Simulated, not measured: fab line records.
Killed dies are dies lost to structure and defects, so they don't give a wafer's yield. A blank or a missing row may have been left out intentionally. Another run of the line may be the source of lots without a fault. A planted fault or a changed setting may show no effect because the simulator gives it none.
Which of the tools did it? | flow gf180mcu | 39 wafers from 13 lots sampled at 5 of the route's 602 steps

== WHAT EACH GAUGE READ, for each wafer ==
GF_NSD_OVL_MEAS_08. Usual: NSD_OVL 1.0 nm, standard deviation 1.3.
lot  | measured     | on         | NSD_OVL (nm)      | flag
L691 | day 13 09:22 | overlay-02 | 2.4 2.8 3.1       |
L692 | day 13 17:46 | overlay-02 | -0.4 0.3 -0.1     |
L693 | day 14 01:04 | overlay-02 | 1.1 0.4 1.4       |
L694 | day 14 08:56 | overlay-02 | 1.5 1.3 1.1       |
L695 | day 14 20:35 | overlay-02 | 2.6 3.8 2.7       |
L696 | day 15 00:41 | overlay-02 | 0.9 -0.2 1.7      |
L702 | day 17 05:41 | overlay-02 | 142.1 141.3 140.7 | OFF
L703 | day 17 08:37 | overlay-02 | 141.5 141.1 141.7 | OFF
L707 | day 19 02:22 | overlay-01 | 0.7 3.9 1.9       |
L708 | day 19 20:41 | overlay-01 | 1.4 1.1 -0.1      |
L712 | day 20 20:17 | overlay-02 | -0.1 0.3 -0.7     |
L713 | day 21 09:41 | overlay-02 | 3.5 2.0 0.7       |
L714 | day 21 12:29 | overlay-02 | 0.8 0.6 1.2       |

GF_PSD_CD_MEAS_07: the cd target is 400 nm. Usual: cd-nm at 401.0 nm, with a standard deviation of 2.5.
lot  | measured     | on        | cd-nm (nm)        | flag
L691 | day 14 05:55 | cd-sem-01 | 402.3 403.1 403.3 |
L692 | day 14 14:50 | cd-sem-01 | 399.5 398.3 398.9 |
L693 | day 14 22:38 | cd-sem-02 | 403.0 402.7 401.0 |
L694 | day 15 06:28 | cd-sem-01 | 396.7 400.9 400.6 |
L695 | day 15 18:12 | cd-sem-02 | 402.7 403.1 399.2 |
L696 | day 15 22:49 | cd-sem-02 | 396.9 397.5 397.1 |
L702 | day 18 05:25 | cd-sem-02 | 398.7 399.6 397.1 |
L703 | day 18 08:04 | cd-sem-01 | 404.0 403.1 400.4 |
L707 | day 20 03:41 | cd-sem-01 | 398.2 400.0 397.5 |
L708 | day 20 21:17 | cd-sem-01 | 399.0 396.3 397.1 |
L712 | day 21 20:15 | cd-sem-02 | 400.7 401.7 399.2 |
L713 | day 22 09:20 | cd-sem-01 | 404.4 405.2 404.3 |
L714 | day 22 13:02 | cd-sem-01 | 400.3 401.7 402.0 |

GF_PSD_RS_MEAS_15: the measuring method here is four-point-probe. Usual: PSD_RS 108.6 ohm/sq, standard deviation 0.31.
lot  | measured     | on            | PSD_RS (ohm/sq)   | flag
L691 | day 14 06:38 | film-metro-03 | 108.1 108.4 108.4 |
L692 | day 14 15:34 | film-metro-04 | 108.9 109.0 108.9 |
L693 | day 14 23:22 | film-metro-03 | 108.8 108.9 109.0 |
L694 | day 15 07:11 | film-metro-04 | 108.6 108.9 108.8 |
L695 | day 15 18:56 | film-metro-03 | 107.8 107.4 107.9 |
L696 | day 15 23:32 | film-metro-03 | 108.3 108.0 108.3 |
L702 | day 18 06:08 | film-metro-04 | 108.7 108.7 109.0 |
L703 | day 18 08:47 | film-metro-02 | 108.9 108.9 108.6 |
L707 | day 20 04:24 | film-metro-03 | 108.6 108.2 108.4 |
L708 | day 20 22:01 | film-metro-04 | 108.8 108.7 108.8 |
L712 | day 21 20:58 | film-metro-04 | 108.8 108.9 108.4 |
L713 | day 22 10:03 | film-metro-03 | 108.7 108.5 109.1 |
L714 | day 22 13:45 | film-metro-02 | 108.1 108.2 108.3 |

GF_CONTACT_OVL_MEAS_15. Usual: CONTACT_OVL 3 nm, standard deviation 4.9.
lot  | measured     | on         | CONTACT_OVL (nm) | flag
L691 | day 16 02:35 | overlay-02 | -4 -3 2          |
L692 | day 16 13:13 | overlay-02 | 9 6 4            |
L693 | day 16 21:41 | overlay-01 | 8 8 5            |
L694 | day 17 05:01 | overlay-02 | 0 6 9            |
L695 | day 17 17:37 | overlay-02 | 5 3 9            |
L696 | day 17 22:53 | overlay-02 | 6 -2 0           |
L702 | day 20 07:59 | overlay-01 | 5 3 -3           |
L703 | day 20 11:23 | overlay-01 | 10 12 5          |
L707 | day 22 07:07 | overlay-02 | -2 1 0           |
L708 | day 22 23:02 | overlay-01 | -2 3 3           |
L712 | day 23 20:17 | overlay-01 | -2 -2 5          |
L713 | day 24 10:56 | overlay-02 | 6 8 7            |
L714 | day 24 13:16 | overlay-02 | 9 4 4            |

== EACH LOT AND THE TOOL THAT RAN IT (in order: tool; ch and the chambers of the sampled wafers; start) ==
lot  | GF_NSD_EXPOSE_04
L691 | iline-stepper-02 ch 0, day 12 23:22
L692 | iline-stepper-02 ch 0, day 13 07:11
L693 | iline-stepper-01 ch 0, day 13 15:11
L694 | iline-stepper-02 ch 0, day 13 22:41
L695 | iline-stepper-02 ch 0, day 14 09:45
L696 | iline-stepper-01 ch 0, day 14 14:22
L702 | iline-stepper-01 ch 0, day 16 18:30
L703 | iline-stepper-01 ch 0, day 16 21:19
L707 | iline-stepper-02 ch 0, day 18 14:38
L708 | iline-stepper-02 ch 0, day 19 08:12
L712 | iline-stepper-02 ch 0, day 20 08:16
L713 | iline-stepper-02 ch 0, day 20 21:55
L714 | iline-stepper-02 ch 0, day 21 01:29
- GF_NSD_EXPOSE_04: exposes mask Nplus, target cd 400 nm.

== WHAT THE TOOLS THEMSELVES READ (means of the sampled wafers that have a number; where no wafer has one, the mark that the record gives instead) ==
GF_NSD_EXPOSE_04. Usual: focus-offset-nm 0.1 nm, standard deviation 0.5; reticle-temp-C 22.98 C, standard deviation 0.1.
lot  | tool             | focus-offset-nm (nm) | reticle-temp-C (C) | flag
L691 | iline-stepper-02 | 0.1                  | 22.99              |
L692 | iline-stepper-02 | 0.5                  | 22.96              |
L693 | iline-stepper-01 | -0.9                 | 22.97              |
L694 | iline-stepper-02 | 0.8                  | 22.82              |
L695 | iline-stepper-02 | -0.0                 | 22.97              |
L696 | iline-stepper-01 | 0.1                  | 22.96              |
L702 | iline-stepper-01 | -0.2                 | 22.89              |
L703 | iline-stepper-01 | 0.6                  | 23.02              |
L707 | iline-stepper-02 | 0.6                  | 23.01              |
L708 | iline-stepper-02 | 0.4                  | 23.07              |
L712 | iline-stepper-02 | 0.2                  | 23.03              |
L713 | iline-stepper-02 | 0.2                  | 22.98              |
L714 | iline-stepper-02 | 0.6                  | 23.09              |

== THE ANSWER, worked out from the rows above alone ==
Rule: take the mean of a lot's wafers that have a number; if it is more than 3 standard deviations from the usual mean, the lot is off. A lot without any number at a reading at which 4 lots or more have one is off too. Where the step has rows for the other lots, those lots are counted as sound. Order of review: gauges by route order, followed by the tools' own readings, for which a lot's mean as printed above is used. The first step at which some lot is off is used, and at that step the reading that is off furthest; a lot without a number counts as furthest.
Off: L702, L703, at GF_NSD_OVL_MEAS_08 (NSD_OVL).
A tool fits if, at a process step before that reading, it ran every lot that is off, and no sound lot after the first of them. Gauges at GF_NSD_OVL_MEAS_08: tried the same way as those tools. One fits: iline-stepper-01 at GF_NSD_EXPOSE_04. A fault onset in the window from L696 (day 14 14:22, its last sound lot) to L702 (day 16 18:30, its first lot off) fits.

== WHAT THE SIMULATOR HAD INSERTED ==
Scanner matching overlay: iline-stepper-01, from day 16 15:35 on, at GF_NSD_EXPOSE_04. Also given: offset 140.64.
Struck lots among those shown: L702, L703. Same finding as the rule above.
